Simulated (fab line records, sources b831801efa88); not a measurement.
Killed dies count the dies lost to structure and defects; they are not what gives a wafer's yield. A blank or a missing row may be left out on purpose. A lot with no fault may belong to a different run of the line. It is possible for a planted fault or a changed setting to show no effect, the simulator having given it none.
A lot that was struck, set against a sound lot / flow sky130 / 15 steps out of a route of 708
Sound: the wafers L978.4, L978.5, L978.6. Struck: wafer L990.5 (left out: L990.3, a lot-mate that was not struck); the cause follows at the end.
At each step with rows: each side's tool, then ch and its chambers, then its first start. Under that, the readings that differ: sound wafers / struck wafers / difference of the means / sigmas: that difference in standard deviations of wafers without a fault.
alike: same words and numbers on both sides, and readings whose means sit less than 2 such deviations apart. not compared: any withheld reading, any reading some wafer has no value for, any bound like >300 that may hide the same value, and any number with overlapping values for which the record gives no deviation.
The two part at a step that has a row with sigmas, a row that says differs or no value, or rows on one side only. Numbers that have no deviation but don't overlap get no sigmas and don't part them. A reading that every wafer of one side lacks parts them only if that side has two wafers or more.

SKY_NWELL_TW_MEAS_26:
  struck on film-metro-04, day 8 08:39; sound on film-metro-04, day 5 04:50
reading=NWELL_2_TW; sound=490.7 490.9 495.5; struck=501.6; difference=+9.2; sigmas=+3
then, 1 step without rows for these wafers: SKY_NWELL_CLEAN_27 (cleans in SC1/SC2, time 150 s).
SKY_NWELL_RTA_28: time 30 s.
  sound on rtp-anneal-01 ch 0, day 5 04:58; struck on rtp-anneal-01 ch 0, day 8 08:47
  alike: lamp-power-pct, ramp-up-c-per-s, wafer_temp_C_max
SKY_NWELL_RS_MEAS_29: measures by four-point-probe.
  struck on film-metro-02, day 8 08:53; sound on film-metro-03, day 5 05:05
  alike: NWELL_RS
SKY_NWELL_RS_MEAS_31: measures by four-point-probe.
  struck on film-metro-02, day 8 09:07; sound on film-metro-03, day 5 05:19
  alike: PWDE_RS
then, 6 steps without rows for these wafers: SKY_VT_ADJUST_HVTP_DEHYDRATE_00 (time 60 s); SKY_VT_ADJUST_HVTP_HMDS_01 (prime time 60 s); SKY_VT_ADJUST_HVTP_COAT_02 (resist thk 1140 nm); SKY_VT_ADJUST_HVTP_SOFTBAKE_03 (time 60 s); SKY_VT_ADJUST_HVTP_EXPOSE_04 (exposes mask HVTPM, target cd 380 nm); SKY_VT_ADJUST_HVTP_PEB_05.
SKY_VT_ADJUST_HVTP_DEVELOP_06: develop time 60 s.
  sound on litho-track-03 ch 0, day 5 23:43; struck on litho-track-03 ch 0, day 9 06:53
reading=resist-line-temp-C (C); sound=22.87 22.83 22.81; struck=23.08; difference=+0.24; sigmas=+2
SKY_VT_ADJUST_HVTP_CD_MEAS_07 targets a cd of 380 nm.
  struck on cd-sem-02, day 9 07:02; sound on cd-sem-01, day 5 23:51
reading=cd-nm (nm); sound=377.4 373.9 376.5; struck=260.3; difference=-115.6; sigmas=-50
SKY_VT_ADJUST_HVTP_OVL_MEAS_08:
  struck on overlay-02, day 9 07:07; sound on overlay-02, day 5 23:56
  alike: VT_ADJUST_HVTP_OVL
SKY_PAD_OPEN_PROBE_99:
  the record has rows for the sound wafers here (prober-02, day 45 16:44) and none for the struck ones

## WHERE THEY PART
Last at SKY_PAD_OPEN_PROBE_99 as far as this record goes, first at SKY_NWELL_TW_MEAS_26.

WHY: what had been put in by the simulator
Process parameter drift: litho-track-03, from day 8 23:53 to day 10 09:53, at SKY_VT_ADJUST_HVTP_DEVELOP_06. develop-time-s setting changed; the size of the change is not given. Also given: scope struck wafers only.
